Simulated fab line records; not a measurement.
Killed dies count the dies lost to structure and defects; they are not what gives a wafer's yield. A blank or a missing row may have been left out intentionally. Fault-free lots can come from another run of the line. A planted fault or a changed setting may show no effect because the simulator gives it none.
Problem report, 8D (eight disciplines) form, completed by code	flow gf180mcu	the parts of the form that need people (team, actions taken, sign-off) are left out

## 1. WHAT IS WRONG
Wafers without a fault read 20.000, standard deviation 0.006; beamEnergyKeV at GF_VT_IMPLANT_IMPLANT_08 reads a mean of 19.770 on 6 wafers belonging to 2 lots. Measured from the usual mean, that is -38 standard deviations.
Earliest sighting: wafer L694.4 on implanter-02 at day 9 17:35. The record has a number at this step for 18 wafers belonging to 6 lots. The rule behind "out" and "out of limits": a value lying over 4 standard deviations away from the usual mean. Any other wafer with a number is counted as sound.

## 2. WHAT IT IS AND WHAT IT IS NOT
question	is	is not
which readings at this step	beamEnergyKeV	-
which lots	L694, L695	L678, L682, L698, L701
which wafers of those lots	all that have a number	-
read on which tools	implanter-02	implanter-04
when	from day 9 17:35	up to then (6 sound wafers); but 6 sound wafers of L698, L701 came after

## 3. THE SUSPECTS, EACH WITH WHAT RULES IT OUT
Counting: any tool at a process step up to the reading is kept as a suspect provided that every lot that is out went through it and no sound lot did after the first of them.
- plasmaAsher-03 at GF_MVPSD_STRIP_10 (strips in O2/N2): ruled out as a lasting fault. Following L694 (day 9 00:57), the first lot on it that is out, the sound lots L701 were run on it.
- implanter-02 at GF_VT_IMPLANT_IMPLANT_08: kept. All lots that are out passed through it, beginning with L694 at day 9 17:35, and no sound lot followed; its final sound lot before that point was L678 at day 5 15:36. Out on those wafers are its own readings of beamEnergyKeV.
After counting, what remains is implanter-02 at GF_VT_IMPLANT_IMPLANT_08.

## 4. THE CAUSE (what the simulator had put in)
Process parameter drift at GF_VT_IMPLANT_IMPLANT_08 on implanter-02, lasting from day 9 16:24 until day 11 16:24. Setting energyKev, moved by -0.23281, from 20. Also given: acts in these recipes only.
This tool alone remained once counting was done.

## 5. SEQUENCE OF EFFECTS, ordered by route
One row per reading whose mean, taken over the struck wafers that have a number, lies over 3 standard deviations from the usual. Scope: only readings with a usual standard deviation given in the record; hours: median across lots of the time from each lot's start at the first step in this table that gives one to its start at this step; sigmas: change in usual standard deviations.
hours	step	reading	usual	on struck wafers	change	sigmas
0	GF_VT_IMPLANT_IMPLANT_08	beamEnergyKeV	20.000	19.770	-0.230	-38
The process steps in it:
- GF_VT_IMPLANT_IMPLANT_08

## 6. WHAT WOULD HAVE CAUGHT IT SOONER
In this record the first reading out of limits was taken at day 9 17:35, 1 hour after the fault began at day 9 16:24.
